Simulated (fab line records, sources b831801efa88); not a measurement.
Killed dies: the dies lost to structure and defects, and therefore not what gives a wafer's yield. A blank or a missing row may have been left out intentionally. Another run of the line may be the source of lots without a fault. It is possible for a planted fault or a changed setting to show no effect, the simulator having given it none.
fab line records -- flow sfq-line -- part 2 of 2: steps 26 to 36 of 36
record: lots: 5, wafers: 15, last-day: 80
route steps=325 shown C5@242 M6@251 I6@266
lots that met no fault: from a run of the same line without faults
start-h: hours from the record's opening day to when the first of the lot's shown wafers began -- wait-h: hours from the lot's prior step to this one -- " identical to the entry in the row above -- L1.1+2: a row that stands for several wafers -- - no value, or no start given -- * or withheld: withheld -- < > ~ a bound
route shown NAME@n: names a module that has steps shown in the file, with the first one's number in the route -- usual: mean and standard deviation over wafers with no fault -- same: alike in all rows -- chamber/n: place in a boat -- sites: the reading at each site -- _std_site: standard deviation of those values -- _edge_site: inner sites' mean taken away from outer sites' mean -- radius-mm: for every site, how far away it sits from the centre of the wafer -- mask NAME#n: copy n -- behind: tool/chamber where the wafer was last shaped -- hold: cause of the lot's hold/its duration in hours/its outcome -- device: names the non-switching transistor (n, p or np) -- end of line: at the end of the route, the tests of the same wafers -- for a step that has no rows: nothing shown but its recipe -- killed: not the wafer's yield, but the dies lost to structure and defects at the first sort -- map: the dies of a wafer, with x for killed, . for not killed, _ for no die there
set.NAME: setting as actually run; set.NAME@STEP: the setting as run at that earlier step -- model.NAME: the simulator's own value behind a step, which no gauge read
certain route steps with their lots: each step a table, each wafer a row
services: when a tool's chamber went out of use (start-h, in hours from the record's first day, below 0 if earlier), for how many hours, and the reason
== steps ==
step: SFQ_I6_BOW_MEAS_941
recipe: mode: bow
usual: I6_BOW: 10/11
lot.wafer,tool,chamber,start-h,wait-h,I6_BOW[um]
L075.2,film-metro-02,-,1486.91,1.0,17
L075.3,film-metro-02,-,1486.91,1.0,10
L075.5,film-metro-02,-,1486.91,1.0,-6
L084.3,film-metro-01,-,1710.79,1.1,-2
L084.5,film-metro-01,-,1710.79,1.1,-7
L084.6,film-metro-01,-,1710.79,1.1,-7
L087.1,film-metro-01,-,1740.08,1.6,1
L087.2,film-metro-01,-,1740.08,1.6,-3
L087.5,film-metro-01,-,1740.08,1.6,-11
L088.1,film-metro-04,-,1743.31,2.2,8
L088.4,film-metro-04,-,1743.31,2.2,-3
L088.5,film-metro-04,-,1743.31,2.2,-10
L096.4,film-metro-02,-,1770.60,1.6,5
L096.5,film-metro-02,-,1770.60,1.6,1
L096.6,film-metro-02,-,1770.60,1.6,13
step: SFQ_TRILAYER_I6_METRO_MEASURE_167
usual: thk-nm: 200.4/1.2
lot.wafer,tool,chamber,start-h,wait-h,thk-nm
L075.2,film-metro-02,-,1487.21,0.3,201.0
L075.3,film-metro-02,-,1487.21,0.3,200.2
L075.5,film-metro-02,-,1487.21,0.3,198.8
L084.3,film-metro-01,-,1711.27,0.5,200.4
L084.5,film-metro-01,-,1711.27,0.5,199.1
L084.6,film-metro-01,-,1711.27,0.5,200.7
L087.1,film-metro-01,-,1740.20,0.1,198.9
L087.2,film-metro-01,-,1740.20,0.1,202.1
L087.5,film-metro-01,-,1740.20,0.1,201.7
L088.1,film-metro-04,-,1743.43,0.1,199.9
L088.4,film-metro-04,-,1743.43,0.1,200.1
L088.5,film-metro-04,-,1743.43,0.1,200.0
L096.4,film-metro-02,-,1771.26,0.6,200.8
L096.5,film-metro-02,-,1771.26,0.6,201.4
L096.6,film-metro-02,-,1771.26,0.6,202.5
step: SFQ_TRILAYER_I6_VIA_LITHO_COAT_174
recipe: resist: BARC, spin-rpm: 3000, resist-thk-nm: 62
lot.wafer,tool,chamber,start-h,wait-h
L075.2+3+5,litho-track-02,0,1488.26,0.8
L084.3+5+6,litho-track-01,0,1712.17,0.7
L087.1+2+5,litho-track-03,0,1741.40,1.0
L088.1+4+5,litho-track-02,0,1744.63,1.0
L096.4+5+6,litho-track-01,0,1772.01,0.6
step: SFQ_TRILAYER_I6_VIA_LITHO_COAT_169
recipe: resist: KrF, spin-rpm: 3000, resist-thk-nm: 650
lot.wafer,tool,chamber,start-h,wait-h
L075.2+3+5,litho-track-02,0,1488.56,0.2
L084.3+5+6,litho-track-01,0,1712.47,0.2
L087.1+2+5,litho-track-03,0,1741.70,0.2
L088.1+4+5,litho-track-02,0,1744.93,0.2
L096.4+5+6,litho-track-01,0,1772.31,0.2
step: SFQ_TRILAYER_I6_VIA_LITHO_SOFTBAKE_173
recipe: temp-c: withheld, time-s: withheld, resist: KrF
lot.wafer,tool,chamber,start-h,wait-h
L075.2+3+5,litho-track-02,0,1488.83,0.2
L084.3+5+6,litho-track-01,0,1712.72,0.2
L087.1+2+5,litho-track-03,0,1742.00,0.2
L088.1+4+5,litho-track-02,0,1745.23,0.2
L096.4+5+6,litho-track-01,0,1772.53,0.2
step: SFQ_TRILAYER_I6_VIA_LITHO_EXPOSE_170
recipe: mask-id: I6, na: 0.6, source-shape: conventional, sigma-outer: 0.65, target-cd-nm: 700, dose-mj: 21.3
usual: stage-vel-mm-s: 499.95/0.22
same: sigma-outer: 0.65
lot.wafer,tool,chamber,start-h,wait-h,mask,stage-vel-mm-s
L075.2,krf-scanner-01,0,1591.21,-,I6#0,500.13
L075.3,krf-scanner-01,0,1591.21,-,I6#0,500.01
L075.5,krf-scanner-01,0,1591.21,-,I6#0,500.29
L084.3,krf-scanner-01,0,1749.85,-,I6#0,500.30
L084.5,krf-scanner-01,0,1749.85,-,I6#0,499.81
L084.6,krf-scanner-01,0,1749.85,-,I6#0,500.32
L087.1,krf-scanner-01,0,-,-,I6#0,500.01
L087.2,krf-scanner-01,0,-,-,I6#0,499.84
L087.5,krf-scanner-01,0,-,-,I6#0,500.08
L088.1,krf-scanner-01,0,1763.85,-,I6#0,500.02
L088.4,krf-scanner-01,0,1763.85,-,I6#0,500.09
L088.5,krf-scanner-01,0,1763.85,-,I6#0,499.87
L096.4,krf-scanner-01,0,1784.85,-,I6#0,499.69
L096.5,krf-scanner-01,0,1784.85,-,I6#0,499.59
L096.6,krf-scanner-01,0,1784.85,-,I6#0,499.66
step: SFQ_TRILAYER_I6_VIA_LITHO_PEB_172
recipe: peb-temp-c: 115, peb-time-s: 60, resist: KrF
lot.wafer,tool,chamber,start-h,wait-h
L075.2+3+5,litho-track-03,0,1592.23,0.8
L084.3+5+6,litho-track-02,0,1750.70,0.7
L087.1+2+5,litho-track-03,0,-,-
L088.1+4+5,litho-track-01,0,1765.05,1.0
L096.4+5+6,litho-track-01,0,1785.53,0.5
step: SFQ_TRILAYER_I6_VIA_LITHO_DEVELOP_171
recipe: time-s: 60, resist: KrF
lot.wafer,tool,chamber,start-h,wait-h
L075.2+3+5,litho-track-03,0,1592.38,0.1
L084.3+5+6,litho-track-02,0,1750.85,0.1
L087.1+2+5,litho-track-03,0,1764.12,0.1
L088.1+4+5,litho-track-01,0,1765.20,0.1
L096.4+5+6,litho-track-01,0,1785.68,0.1
step: SFQ_I6_OVL_MEAS_942
usual: I6_OVL: -4/5.7
lot.wafer,tool,chamber,start-h,wait-h,I6_OVL[nm]
L075.2,overlay-02,-,1592.51,0.1,0
L075.3,overlay-02,-,1592.51,0.1,-10
L075.5,overlay-02,-,1592.51,0.1,-12
L084.3,overlay-02,-,1750.96,0.1,-10
L084.5,overlay-02,-,1750.96,0.1,-14
L084.6,overlay-02,-,1750.96,0.1,-9
L087.1,overlay-02,-,1764.27,0.1,2
L087.2,overlay-02,-,1764.27,0.1,-1
L087.5,overlay-02,-,1764.27,0.1,1
L088.1,overlay-02,-,1765.35,0.1,0
L088.4,overlay-02,-,1765.35,0.1,-10
L088.5,overlay-02,-,1765.35,0.1,-5
L096.4,overlay-01,-,1785.77,0.1,-3
L096.5,overlay-01,-,1785.77,0.1,-6
L096.6,overlay-01,-,1785.77,0.1,-6
step: SFQ_TRILAYER_I6_VIA_BARC_OPEN_VIA_ETCH_235
recipe: mask-material: PR, chemistry: O2, target-depth-nm: 125, target: BARC, source-w: 500, bias-w: 80, pressure-mtorr: 30, time-s: 41.7
usual: chamber-pressure-mTorr: 30.000/0.028, drypump-motor-current-A: 5.7/0.55, oes-product-au: 0.685/0.0044
lot.wafer,tool,chamber,start-h,wait-h,chamber-pressure-mTorr,drypump-motor-current-A,oes-product-au,rf-hours-counter-h
L075.2,rie-diel-04,1,1592.54,0.0,29.994,5.6,0.697,7
L075.3,rie-diel-04,0,1592.54,0.0,29.995,5.0,0.686,11
L075.5,rie-diel-04,0,1592.54,0.0,29.979,5.0,0.683,-
L084.3,rie-diel-04,2,1750.99,0.0,30.019,4.9,0.680,13
L084.5,rie-diel-04,0,1750.99,0.0,30.005,5.0,0.686,-
L084.6,rie-diel-04,1,1750.99,0.0,30.049,5.6,0.680,-
L087.1,rie-diel-04,3,1764.31,0.0,29.988,6.3,0.680,3
L087.2,rie-diel-04,0,1764.31,0.0,29.980,5.0,0.685,14
L087.5,rie-diel-04,0,1764.31,0.0,29.999,5.0,0.678,-
L088.1,rie-diel-02,2,1765.39,0.0,30.039,6.1,0.681,1
L088.4,rie-diel-02,0,1765.39,0.0,29.985,5.2,0.687,11
L088.5,rie-diel-02,3,1765.39,0.0,29.997,5.2,0.686,-
L096.4,rie-diel-02,1,1785.79,0.0,30.000,5.5,0.675,20
L096.5,rie-diel-02,2,1785.79,0.0,30.035,6.1,0.678,-
L096.6,rie-diel-02,1,1785.79,0.0,29.990,5.5,0.686,-
step: SFQ_TRILAYER_I6_VIA_ETCH_VIA_ETCH_172
recipe: target: SiO2, stop-on: Nb, mask-material: PR, taper-deg: 20, chemistry: CHF3, target-depth-nm: 260, source-w: 500, bias-w: 80, pressure-mtorr: 30, time-s: withheld
usual: chamber-pressure-mTorr: 30.00/0.03, drypump-motor-current-A: 5.7/0.55, oes-product-au: 0.856/0.0051
lot.wafer,tool,chamber,start-h,wait-h,chamber-pressure-mTorr,drypump-motor-current-A,oes-product-au
L075.2,rie-diel-04,1,1592.58,0.0,29.93,5.6,0.861
L075.3,rie-diel-04,0,1592.58,0.0,30.02,5.0,0.846
L075.5,rie-diel-04,0,1592.58,0.0,29.96,5.0,0.856
L084.3,rie-diel-04,2,1751.03,0.0,30.03,4.9,0.854
L084.5,rie-diel-04,0,1751.03,0.0,30.05,5.0,0.856
L084.6,rie-diel-04,1,1751.03,0.0,30.02,5.6,0.864
L087.1,rie-diel-04,3,1764.35,0.0,30.02,6.3,0.849
L087.2,rie-diel-04,0,1764.35,0.0,30.00,5.0,0.862
L087.5,rie-diel-04,0,1764.35,0.0,29.98,5.0,0.860
L088.1,rie-diel-02,2,1765.43,0.0,30.03,6.1,0.849
L088.4,rie-diel-02,0,1765.43,0.0,30.01,5.3,0.858
L088.5,rie-diel-02,3,1765.43,0.0,29.98,5.2,0.854
L096.4,rie-diel-02,1,1785.83,0.0,29.99,5.6,0.862
L096.5,rie-diel-02,2,1785.83,0.0,29.97,6.1,0.856
L096.6,rie-diel-02,1,1785.83,0.0,29.97,5.5,0.861
== services ==
tool,chamber,start-h,hours,kind
rie-metal-04,-,1362.68,1.5,repair
krf-scanner-01,-,1364.08,0.7,repair
rie-diel-04,0,1364.21,14.2,repair
rie-metal-01,-,1370.56,1.4,pm
rie-metal-04,0,1374.70,7.1,repair
rie-metal-04,-,1387.35,0.6,repair
krf-scanner-01,-,1393.66,3.0,pm
krf-scanner-01,-,1450.66,4.4,pm
rie-diel-04,-,1460.43,0.7,repair
krf-scanner-01,-,1473.28,1.5,repair
krf-scanner-01,-,1480.81,1.3,pm
krf-scanner-01,-,1491.11,1.0,pm
krf-scanner-01,-,1499.72,0.8,pm
krf-scanner-01,-,1518.50,0.4,repair
rie-diel-04,-,1527.47,1.8,repair
rie-metal-04,-,1556.38,14.6,pm
rie-diel-04,-,1585.16,2.8,pm
krf-scanner-01,-,1636.55,41.5,repair
krf-scanner-01,-,1637.76,1.4,repair
krf-scanner-01,-,1642.09,0.6,repair
krf-scanner-01,-,1678.00,1.3,pm
krf-scanner-01,-,1679.30,1.0,pm
rie-metal-04,-,1770.23,1.9,repair
rie-metal-04,-,1770.55,0.5,repair
